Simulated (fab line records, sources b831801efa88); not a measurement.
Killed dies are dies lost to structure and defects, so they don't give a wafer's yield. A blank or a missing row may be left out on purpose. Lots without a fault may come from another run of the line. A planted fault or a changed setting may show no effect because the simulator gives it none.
Which tool did it? | flow sky130 | 13 lots, 39 wafers sampled, at 5 steps of a route of 708

WHAT THE GAUGES READ, wafer by wafer
SKY_VT_ADJUST_HVTP_TW_MEAS_11. Usual: VT_ADJUST_HVTP_TW 1361, standard deviation 7.
lot  | measured     | on            | VT_ADJUST_HVTP_TW | flag
L379 | day 6 07:37  | film_metro-03 | 1367 1367 1365    |
L380 | day 6 14:53  | film_metro-04 | 1359 1363 1358    |
L381 | day 6 18:29  | film_metro-02 | 1350 1360 1357    |
L382 | day 7 06:34  | film_metro-03 | 1361 1363 1366    |
L386 | day 8 04:24  | film_metro-03 | 1374 1369 1368    |
L387 | day 8 10:38  | film_metro-03 | 670 666 661       | OFF
L388 | day 8 17:13  | film_metro-04 | 657 663 656       | OFF
L393 | day 9 23:07  | film_metro-02 | 1354 1355 1347    |
L395 | day 10 11:20 | film_metro-03 | 1365 1368 1369    |
L396 | day 10 19:32 | film_metro-02 | 1360 1365 1355    |
L399 | day 11 18:29 | film_metro-04 | 1352 1349 1347    |
L401 | day 12 02:59 | film_metro-02 | 1352 1347 1355    |
L400 | day 12 03:48 | film_metro-04 | 1354 1355 1360    |

SKY_SD_N_OVL_MEAS_08. Usual: SD_N_OVL -1.0 nm, standard deviation 1.3.
lot  | measured     | on         | SD_N_OVL (nm)  | flag
L379 | day 28 08:53 | overlay-02 | -1.0 -2.0 -3.2 |
L380 | day 28 18:27 | overlay-01 | 0.6 -0.9 -1.3  |
L381 | day 28 19:57 | overlay-02 | -0.5 -2.8 -0.1 |
L382 | day 29 15:26 | overlay-02 | 1.1 0.8 0.6    |
L386 | day 30 17:46 | overlay-02 | -2.0 -2.1 -2.0 |
L387 | day 30 19:59 | overlay-01 | -1.0 -0.4 -1.5 |
L388 | day 30 22:47 | overlay-02 | -1.3 -2.4 -1.0 |
L393 | day 33 02:41 | overlay-02 | -2.3 -0.6 -0.9 |
L395 | day 33 18:59 | overlay-02 | -1.5 -2.4 -3.3 |
L396 | day 33 23:16 | overlay-01 | -1.0 -2.2 -1.1 |
L399 | day 34 21:59 | overlay-01 | 0.2 0.8 -1.1   |
L401 | day 35 06:56 | overlay-01 | 0.5 -1.9 0.3   |
L400 | day 35 06:07 | overlay-01 | -0.7 0.4 -0.2  |

SKY_VIA3_THK_MEAS_01. Usual: VIA3_HDPCVD_THK 1632 nm, standard deviation 15.
lot  | measured     | on            | VIA3_HDPCVD_THK (nm) | flag
L379 | day 38 22:27 | film_metro-04 | 1618 1620 1630       |
L380 | day 39 08:18 | film_metro-04 | 1631 1637 1628       |
L381 | day 39 08:32 | film_metro-02 | 1629 1632 1621       |
L382 | day 40 01:55 | film_metro-04 | 1637 1629 1637       |
L386 | day 41 00:54 | film_metro-03 | 1629 1598 1607       |
L387 | day 41 02:00 | film_metro-02 | 1632 1645 1648       |
L388 | day 41 05:20 | film_metro-03 | 1634 1612 1638       |
L393 | day 43 03:04 | film_metro-02 | 1624 1640 1614       |
L395 | day 43 17:03 | film_metro-04 | 1627 1631 1621       |
L396 | day 43 22:40 | film_metro-03 | 1647 1633 1631       |
L399 | day 44 15:05 | film_metro-02 | 1632 1632 1646       |
L401 | day 45 01:25 | film_metro-03 | 1630 1627 1636       |
L400 | day 44 23:13 | film_metro-02 | 1662 1652 1655       |

WHICH TOOL RAN EACH LOT (tool, then ch and the chambers of the sampled wafers, then the start)
lot  | SKY_VT_ADJUST_HVTP_IMPLANT_09   | SKY_VIA2_SPUTTER_20
L379 | implanter-02 ch 0, day 6 07:19  | pvd_sputter-01, day 36 17:00
L380 | implanter-01 ch 0, day 6 14:38  | pvd_sputter-02, day 37 01:46
L381 | implanter-01 ch 0, day 6 18:15  | pvd_sputter-01, day 37 03:04
L382 | implanter-02 ch 0, day 7 06:19  | pvd_sputter-02, day 37 21:19
L386 | implanter-02 ch 0, day 8 04:11  | pvd_sputter-04, day 38 21:15
L387 | implanter-01 ch 0, day 8 10:25  | pvd_sputter-04, day 38 22:44
L388 | implanter-01 ch 0, day 8 16:58  | pvd_sputter-01, day 39 01:02
L393 | implanter-03 ch 0, day 9 22:52  | pvd_sputter-04, day 41 00:19
L395 | implanter-03 ch 0, day 10 11:06 | pvd_sputter-04, day 41 16:01
L396 | implanter-02 ch 0, day 10 19:17 | pvd_sputter-01, day 41 20:46
L399 | implanter-02 ch 0, day 11 18:14 | pvd_sputter-04, day 42 15:20
L401 | implanter-02 ch 0, day 12 02:45 | pvd_sputter-01, day 43 01:36
L400 | implanter-01 ch 0, day 12 03:35 | pvd_sputter-02, day 42 23:04
- SKY_VT_ADJUST_HVTP_IMPLANT_09
- SKY_VIA2_SPUTTER_20: material TiN, target thk 20 nm, time 80 s.

WHAT THE TOOLS THEMSELVES READ (means of the sampled wafers that have a number; where no wafer has one, the mark that the record gives instead)
SKY_VT_ADJUST_HVTP_IMPLANT_09. Usual: dose_ions_cm2 4.299e+12, standard deviation 5.1e+09; faraday_current_uA 24.2, standard deviation 0.49.
lot  | tool         | dose_ions_cm2 | faraday_current_uA | flag
L379 | implanter-02 | 4.305e+12     | 24.0               |
L380 | implanter-01 | 4.299e+12     | 23.6               |
L381 | implanter-01 | 4.296e+12     | 24.6               |
L382 | implanter-02 | 4.305e+12     | 24.5               |
L386 | implanter-02 | 4.302e+12     | 24.1               |
L387 | implanter-01 | 4.283e+11     | 2.5                | OFF
L388 | implanter-01 | 4.310e+11     | 2.4                | OFF
L393 | implanter-03 | 4.296e+12     | 24.4               |
L395 | implanter-03 | 4.303e+12     | 24.1               |
L396 | implanter-02 | 4.295e+12     | 24.8               |
L399 | implanter-02 | 4.298e+12     | 24.5               |
L401 | implanter-02 | 4.301e+12     | 24.2               |
L400 | implanter-01 | 4.306e+12     | 24.1               |

SKY_VIA2_SPUTTER_20. Usual: throttle_valve_pct 30.1 %, standard deviation 0.97.
lot  | tool           | throttle_valve_pct (%) | flag
L379 | pvd_sputter-01 | 30.7                   |
L380 | pvd_sputter-02 | 29.8                   |
L381 | pvd_sputter-01 | 30.5                   |
L382 | pvd_sputter-02 | 29.8                   |
L386 | pvd_sputter-04 | 30.9                   |
L387 | pvd_sputter-04 | 29.9                   |
L388 | pvd_sputter-01 | 30.8                   |
L393 | pvd_sputter-04 | 30.4                   |
L395 | pvd_sputter-04 | 29.8                   |
L396 | pvd_sputter-01 | 30.6                   |
L399 | pvd_sputter-04 | 30.1                   |
L401 | pvd_sputter-01 | 30.9                   |
L400 | pvd_sputter-02 | 29.8                   |

THE ANSWER, worked out from the rows above alone
Rule: a lot is off if the mean of its wafers that have a number lies more than 3 standard deviations from the usual mean. A lot without any number at a reading at which 4 lots or more have one is off too. The other lots that the step has rows for count as sound. The gauges are gone through in route order, then the tools' own readings, and for those a lot's mean is taken as printed above. The first step at which some lot is off is used, and at that step the reading that is off furthest; a lot without a number counts as furthest.
Off: L387, L388, at SKY_VT_ADJUST_HVTP_TW_MEAS_11 (VT_ADJUST_HVTP_TW).
A tool fits if, at a process step before that reading, it ran every lot that is off, and no sound lot after the first of them. The gauges at SKY_VT_ADJUST_HVTP_TW_MEAS_11 aren't tried: what is off there is off at SKY_VT_ADJUST_HVTP_IMPLANT_09 too, on other tools, and a gauge's error can't cause that. None of those tried fits.

WHAT THE SIMULATOR HAD PUT IN
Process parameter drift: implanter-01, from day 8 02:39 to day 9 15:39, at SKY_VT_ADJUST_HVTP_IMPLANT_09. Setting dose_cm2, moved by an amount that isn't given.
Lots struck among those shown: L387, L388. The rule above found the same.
